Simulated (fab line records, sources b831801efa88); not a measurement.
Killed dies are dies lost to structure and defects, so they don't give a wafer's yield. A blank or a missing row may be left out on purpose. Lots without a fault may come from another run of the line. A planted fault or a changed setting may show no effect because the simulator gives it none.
Chamber matching | flow gf180mcu | GF_V5_CMP_04 on cmp-01: 4 sister chambers
The step polishes SiO2. 16 wafers are shown with their chamber, then 8 later ones without.

WAFERS WITH THEIR CHAMBER
wafer  | chamber | motor_current_A (A) | platen_rpm (rpm) | slurry_flow_ml_min
L542.1 | 0       | 10.9                | 60.01            | 150.8
L542.4 | 1       | 12.8                | 60.05            | 149.7
L542.5 | 1       | 12.6                | 60.02            | 150.3
L543.1 | 2       | 11.7                | 60.03            | 150.1
L543.3 | 3       | 12.3                | 60.04            | 149.8
L543.5 | 3       | 12.6                | 60.00            | 149.9
L544.2 | 0       | 12.1                | 60.00            | 150.2
L544.3 | 3       | 12.6                | 59.98            | 150.0
L544.4 | 2       | 12.2                | 60.00            | 150.4
L549.1 | 3       | 12.4                | 60.00            | 150.1
L549.2 | 1       | 13.1                | 60.04            | 150.3
L549.5 | 0       | 11.7                | 60.02            | 148.8
L550.2 | 2       | 12.0                | 59.95            | 150.0
L550.5 | 1       | 12.1                | 60.04            | 150.3
L550.6 | 2       | 12.4                | 59.94            | 150.2
L554.2 | 1       | 12.7                | 60.00            | 150.0

SIGNATURES (means of the wafers above)
reading            | chamber 0 | chamber 1 | chamber 2 | chamber 3 | scatter within a chamber
motor_current_A    | 11.567    | 12.660    | 12.075    | 12.475    | 0.367
platen_rpm         | 60.0100   | 60.0300   | 59.9800   | 60.0050   | 0.0275
slurry_flow_ml_min | 149.933   | 150.120   | 150.175   | 149.950   | 0.459
Rule: a wafer's distance from a chamber is the root of the sum, over the readings, of the square of ((its reading less the chamber's mean) divided by the reading's scatter). The wafer belongs to the nearest chamber; if the next one is less than 2 further off, it can't be placed. The scatter: the root of (the sum of the squares of (reading less its chamber's mean) over the shown wafers, divided by (wafers less chambers)).

WAFERS WITHOUT THEIR CHAMBER
wafer  | motor_current_A (A) | platen_rpm (rpm) | slurry_flow_ml_min
L554.4 | 11.3                | 60.01            | 149.9
L554.5 | 12.8                | 60.00            | 150.2
L558.3 | 12.9                | 59.94            | 149.6
L558.4 | 11.2                | 60.01            | 151.0
L558.6 | 12.1                | 60.01            | 150.0
L561.1 | 11.9                | 60.00            | 150.2
L561.3 | 12.0                | 60.01            | 149.8
L561.6 | 12.4                | 60.00            | 149.4

WHICH CHAMBER EACH WENT THROUGH
wafer  | from the rows above               | in truth
L554.4 | can't be placed: 0 or 2           | 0
L554.5 | can't be placed: 3 or 1 or 2      | 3
L558.3 | can't be placed: 3 or 2 or 1 or 0 | 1
L558.4 | can't be placed: 0 or 2 or 3 or 1 | 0
L558.6 | can't be placed: 3 or 2 or 0 or 1 | 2
L561.1 | can't be placed: 2 or 0 or 3 or 1 | 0
L561.3 | can't be placed: 0 or 3 or 2 or 1 | 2
L561.6 | can't be placed: 3 or 1 or 2 or 0 | 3
Placed correctly: 0 of 8. Can't be placed from these rows: 8 (the true chamber is among the candidates in 8). Placed wrongly: 0.
